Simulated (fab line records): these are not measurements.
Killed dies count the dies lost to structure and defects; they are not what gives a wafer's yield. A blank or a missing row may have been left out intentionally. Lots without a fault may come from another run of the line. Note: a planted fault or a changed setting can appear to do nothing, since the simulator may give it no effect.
8D (eight disciplines) problem report, filled in by code | flow sky130 | the parts of the form that need people (team, actions taken, sign-off) are left out

== 1. PROBLEM STATEMENT ==
Mean VT_ADJUST_LVTN_01_OVL at SKY_VT_ADJUST_LVTN_OVL_MEAS_18: 163.1 nm over 6 wafers in 2 lots; fault-free wafers: -0.3 nm, standard deviation 1.3. So: +99 or more standard deviations from the usual mean.
Earliest sighting: wafer L510.1 on overlay-02 at day 11 10:22. The record holds 36 wafers of 12 lots with a number at this step. By rule, "out" or "out of limits" means more than 4 standard deviations away from the usual mean. The rest of the wafers with a number are treated as sound.

== 2. WHAT IT IS AND WHAT IT IS NOT ==
question                    | is                     | is not
which readings at this step | VT_ADJUST_LVTN_01_OVL  | -
which lots                  | L510, L512             | L499, L500, L501, L502, L503, L504, L505, L506, L519, L520
which wafers of those lots  | all that have a number | -
read on which gauges        | overlay-01, overlay-02 | -
when                        | from day 11 10:22      | up to then (24 sound wafers); but 6 sound wafers of L519, L520 came after

== 3. WHAT RULES OUT EACH SUSPECT ==
Counting: a tool at any process step up to the reading remains a suspect when it ran all the lots that are out and ran no sound lot after the first of those.
- the gauge at SKY_VT_ADJUST_LVTN_OVL_MEAS_18 has been ruled out. 2 gauges (overlay-01, overlay-02) read the wafers that are out.
- ilineStepper-02 at SKY_VT_ADJUST_LVTN_EXPOSE_15 (exposes mask HVN STD DERIVED, target cd 600 nm): kept. All lots that are out passed through it, beginning with L510 at day 10 22:47, and no sound lot followed; its final sound lot before that point was L504 at day 9 02:40.
The count leaves ilineStepper-02 at SKY_VT_ADJUST_LVTN_EXPOSE_15.

== 4. THE CAUSE (what the simulator had put in) ==
Scanner matching overlay: ilineStepper-02, from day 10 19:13 on, at SKY_VT_ADJUST_LVTN_EXPOSE_15. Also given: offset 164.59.
This tool alone remained once counting was done.

== 5. SEQUENCE OF EFFECTS, ordered by route ==
One row per reading whose mean, taken over the struck wafers that have a number, lies over 3 standard deviations from the usual. Only readings whose record carries a usual standard deviation are examined. hours: median over the lots of the time between each lot's start at the first step of this table that gives one and its start at this step. sigmas: the change, counted in usual standard deviations.
hours | step                           | reading               | usual   | on struck wafers | change | sigmas
0     | SKY_VT_ADJUST_LVTN_OVL_MEAS_18 | VT_ADJUST_LVTN_01_OVL | -0.3 nm | 163.1            | +163.4 | +99 or more
At these later measuring or inspecting steps, every struck wafer for which the step has a row has a number for every such reading, and none has moved that far: SKY_VT_ADJUST_LVTN_TW_MEAS_21.

== 6. HOW IT WOULD HAVE BEEN CAUGHT EARLIER ==
Counted from the fault's start at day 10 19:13, it took 15 hours until the first out-of-limits reading at a measuring or inspecting step in this record, taken at day 11 10:22.
An alarm limit of 4 standard deviations would not have fired on the tool readings at SKY_VT_ADJUST_LVTN_EXPOSE_15 for which the record gives a usual standard deviation, since none of them was out on any struck wafer.
By day 11 10:22 the whole set of lots that are out, 2 in number, had already begun SKY_VT_ADJUST_LVTN_EXPOSE_15 on ilineStepper-02. A hold on the tool at that time would have spared none of them.
